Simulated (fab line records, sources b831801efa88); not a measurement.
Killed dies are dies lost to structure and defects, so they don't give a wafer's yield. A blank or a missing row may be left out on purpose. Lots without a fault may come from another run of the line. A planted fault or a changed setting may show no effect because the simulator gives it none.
fab line records | flow gf180mcu
record lots=14 wafers=42 last_day=34
route steps=602 shown V1@350 M2@367 M3@422
lots that met no fault: from a run of the same line without faults
start_h: hours from the record's first day to the start of the lot's first wafer shown | wait_h: hours since the lot's step before | " the same as in the row above | L1.1+2: a row that stands for several wafers | - no value, or no start given | * or withheld: withheld | < > ~ a bound
route shown NAME@n: a module of which the file shows steps, and the number in the route of the first | usual: mean/standard deviation of fault-free wafers | same: alike in all rows | chamber/n: place in a boat | sites: the reading at each site | _std_site: their standard deviation | _edge_site: outer sites' mean less inner sites' | radius_mm: how far each site lies from the wafer's centre | mask NAME#n: copy n | behind: the tool/chamber that last shaped the wafer | hold: why the lot was held/for how many hours/how that ended | device: the transistor (n, p or np) that didn't switch | end of line: the same wafers' tests at the end of the route | a step without rows: its recipe alone | killed: dies lost to structure and defects at the first sort, not the wafer's yield | map: a wafer's dies, x killed, . not, _ none there
set.NAME: the setting as run; set.NAME@STEP: as run at that earlier step | model.NAME: the simulator's own value behind a step, which no gauge read
steps of the route over a sample of lots; a table a step, a row a wafer
## steps
# step GF_V1_OVL_MEAS_15
# usual V1_OVL=5/5
# columns lot.wafer tool chamber start_h wait_h V1_OVL[nm]
L581.1 overlay-02 - 414.02 0.1 10
L581.2 " - " " 3
L581.6 " - " " 7
L583.3 overlay-02 - 430.01 0.1 5
L583.5 " - " " -4
L583.6 " - " " 2
L584.1 overlay-02 - 444.07 0.1 3
L584.2 " - " " 11
L584.3 " - " " 7
L585.1 overlay-01 - 449.25 0.1 8
L585.3 " - " " 11
L585.5 " - " " 8
L586.2 overlay-01 - 454.11 0.1 11
L586.4 " - " " 8
L586.6 " - " " 4
L588.1 overlay-01 - 480.37 0.1 2
L588.3 " - " " 2
L588.5 " - " " 3
L591.3 overlay-02 - 507.86 0.1 7
L591.5 " - " " 12
L591.6 " - " " 6
L592.1 overlay-01 - 510.93 0.1 14
L592.4 " - " " 7
L592.6 " - " " 15
L599.1 overlay-02 - 579.20 0.1 4
L599.2 " - " " 4
L599.5 " - " " 5
L600.2 overlay-02 - 586.58 0.1 4
L600.3 " - " " -1
L600.6 " - " " 9
L601.3 overlay-01 - 589.23 0.1 8
L601.4 " - " " 11
L601.6 " - " " 6
L602.1 overlay-01 - 597.42 0.1 -4
L602.2 " - " " 5
L602.3 " - " " 1
L604.2 overlay-02 - 606.08 0.1 8
L604.4 " - " " 10
L604.6 " - " " 6
L603.2 overlay-02 - 607.78 0.1 8
L603.4 " - " " 2
L603.5 " - " " 2
# step GF_V1_RS_MEAS_24
# recipe thk_meas_gauge=four-point-probe reads=W_of_V1_CVD_23+TiN_of_V1_SPUTTER_22+Ti_of_V1_SPUTTER_21
# usual V1_W_RS=0.326/0.0046
# columns lot.wafer tool chamber start_h wait_h V1_W_RS[ohm/sq]
L581.1 film_metro-03 - 415.02 0.1 0.320
L581.2 " - " " 0.330
L581.6 " - " " 0.331
L583.3 film_metro-04 - 431.07 0.2 0.324
L583.5 " - " " 0.326
L583.6 " - " " 0.323
L584.1 film_metro-01 - 445.02 0.1 0.329
L584.2 " - " " 0.331
L584.3 " - " " 0.326
L585.1 film_metro-04 - 450.17 0.1 0.325
L585.3 " - " " 0.326
L585.5 " - " " 0.326
L586.2 film_metro-04 - 455.14 0.2 0.322
L586.4 " - " " 0.317
L586.6 " - " " 0.318
L588.1 film_metro-04 - 481.28 0.1 0.329
L588.3 " - " " 0.327
L588.5 " - " " 0.326
L591.3 film_metro-04 - 508.83 0.1 0.326
L591.5 " - " " 0.317
L591.6 " - " " 0.331
L592.1 film_metro-01 - 511.92 0.1 0.322
L592.4 " - " " 0.321
L592.6 " - " " 0.332
L599.1 film_metro-01 - 580.14 0.1 0.332
L599.2 " - " " 0.327
L599.5 " - " " 0.329
L600.2 film_metro-04 - 587.61 0.2 0.328
L600.3 " - " " 0.326
L600.6 " - " " 0.325
L601.3 film_metro-01 - 590.32 0.2 0.322
L601.4 " - " " 0.323
L601.6 " - " " 0.324
L602.1 film_metro-01 - 598.33 0.1 0.324
L602.2 " - " " 0.323
L602.3 " - " " 0.326
L604.2 film_metro-04 - 607.11 0.1 0.324
L604.4 " - " " 0.322
L604.6 " - " " 0.323
L603.2 film_metro-01 - 608.70 0.1 0.323
L603.4 " - " " 0.323
L603.5 " - " " 0.329
# step GF_M2_RS_MEAS_05
# recipe thk_meas_gauge=four-point-probe reads=TiN_of_M2_SPUTTER_04+Ti_of_M2_SPUTTER_03+AlCu_of_M2_SPUTTER_02+TiN_of_M2_SPUTTER_01+Ti_of_M2_SPUTTER_00
# usual M2_ALCU_RS=0.0695/0.00075
# columns lot.wafer tool chamber start_h wait_h M2_ALCU_RS[ohm/sq]
L581.1 film_metro-04 - 415.73 0.0 0.0704
L581.2 " - " " 0.0709
L581.6 " - " " 0.0709
L583.3 film_metro-04 - 431.77 0.1 0.0690
L583.5 " - " " 0.0696
L583.6 " - " " 0.0692
L584.1 film_metro-04 - 445.72 0.0 0.0695
L584.2 " - " " 0.0684
L584.3 " - " " 0.0696
L585.1 film_metro-04 - 450.87 0.0 0.0702
L585.3 " - " " 0.0696
L585.5 " - " " 0.0688
L586.2 film_metro-02 - 455.85 0.0 0.0684
L586.4 " - " " 0.0698
L586.6 " - " " 0.0682
L588.1 film_metro-04 - 481.99 0.0 0.0685
L588.3 " - " " 0.0691
L588.5 " - " " 0.0687
L591.3 film_metro-04 - 509.53 0.1 0.0691
L591.5 " - " " 0.0687
L591.6 " - " " 0.0679
L592.1 film_metro-03 - 512.62 0.0 0.0694
L592.4 " - " " 0.0690
L592.6 " - " " 0.0694
L599.1 film_metro-04 - 580.86 0.0 0.0676
L599.2 " - " " 0.0687
L599.5 " - " " 0.0690
L600.2 film_metro-04 - 588.31 0.0 0.0686
L600.3 " - " " 0.0694
L600.6 " - " " 0.0697
L601.3 film_metro-03 - 591.02 0.1 0.0693
L601.4 " - " " 0.0695
L601.6 " - " " 0.0688
L602.1 film_metro-04 - 599.03 0.0 0.0693
L602.2 " - " " 0.0701
L602.3 " - " " 0.0693
L604.2 film_metro-04 - 607.81 0.0 0.0691
L604.4 " - " " 0.0685
L604.6 " - " " 0.0693
L603.2 film_metro-03 - 609.59 0.0 0.0688
L603.4 " - " " 0.0701
L603.5 " - " " 0.0688
# step GF_M3_DEVELOP_13
# recipe develop_time_s=60 dev_temp_c=21
# usual chill_plate_temp_C=23.01/0.12 develop_time_s=60/0
# columns lot.wafer tool chamber start_h wait_h chill_plate_temp_C develop_time_s
L581.1 litho_track-02 0 490.13 0.2 22.84 60
L581.2 " 0 " " 22.84 60
L581.6 " 0 " " 22.89 60
L583.3 litho_track-02 0 506.68 0.1 22.90 60
L583.5 " 0 " " 23.07 60
L583.6 " 0 " " 22.92 60
L584.1 litho_track-04 0 519.38 0.2 23.00 60
L584.2 " 0 " " 23.14 60
L584.3 " 0 " " 22.94 60
L585.1 litho_track-04 0 524.68 0.2 22.68 60
L585.3 " 0 " " 22.77 60
L585.5 " 0 " " 22.78 60
L586.2 litho_track-02 0 529.26 0.2 22.99 60
L586.4 " 0 " " 22.98 60
L586.6 " 0 " " 22.99 60
L588.1 litho_track-02 0 554.48 0.2 23.14 60
L588.3 " 0 " " 23.19 60
L588.5 " 0 " " 23.01 60
L591.3 litho_track-02 - 579.98 0.1 - -
L591.5 " - " " - -
L591.6 " - " " - -
L592.1 litho_track-02 - 583.03 0.2 - -
L592.4 " - " " - -
L592.6 " - " " - -
L599.1 litho_track-02 0 645.88 0.2 23.16 60
L599.2 " 0 " " 22.87 60
L599.5 " 0 " " 22.96 60
L600.2 litho_track-03 0 652.88 0.2 23.24 60
L600.3 " 0 " " 23.03 60
L600.6 " 0 " " 23.09 60
L601.3 litho_track-02 0 655.93 0.1 23.11 60
L601.4 " 0 " " 22.91 60
L601.6 " 0 " " 22.97 60
L602.1 litho_track-04 0 661.13 0.2 22.96 60
L602.2 " 0 " " 22.97 60
L602.3 " 0 " " 22.94 60
L604.2 litho_track-02 0 670.30 0.2 23.01 60
L604.4 " 0 " " 23.12 60
L604.6 " 0 " " 23.14 60
L603.2 litho_track-04 0 671.65 0.2 23.03 60
L603.4 " 0 " " 23.17 60
L603.5 " 0 " " 23.19 60
## key
first_sign step=GF_M3_DEVELOP_13 reading=tool_record direction=missing
effect none on later readings
met_at GF_M3_DEVELOP_13
struck_lots L591,L592
later_rows_left_out L591.3,L591.5,L591.6,L592.1,L592.4,L592.6
sort_left_out L591.3,L591.5,L591.6,L592.1,L592.4,L592.6
not_acting_at GF_V1_OVL_MEAS_15,GF_V1_RS_MEAS_24,GF_M2_RS_MEAS_05
onset_between 554.48 579.98
fault kind=skipped_step_whole tool=litho_track-02 chamber=- onset_h=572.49 steps=GF_M3_DEVELOP_13 scope=struck_lots_only
# sort_left_out: the simulated sort isn't trusted on such a fault, so these wafers' sort isn't shown, and their yield isn't known
# later_rows_left_out: the simulator's readings of these wafers behind a module that went badly wrong aren't trusted and aren't shown, but for the sort
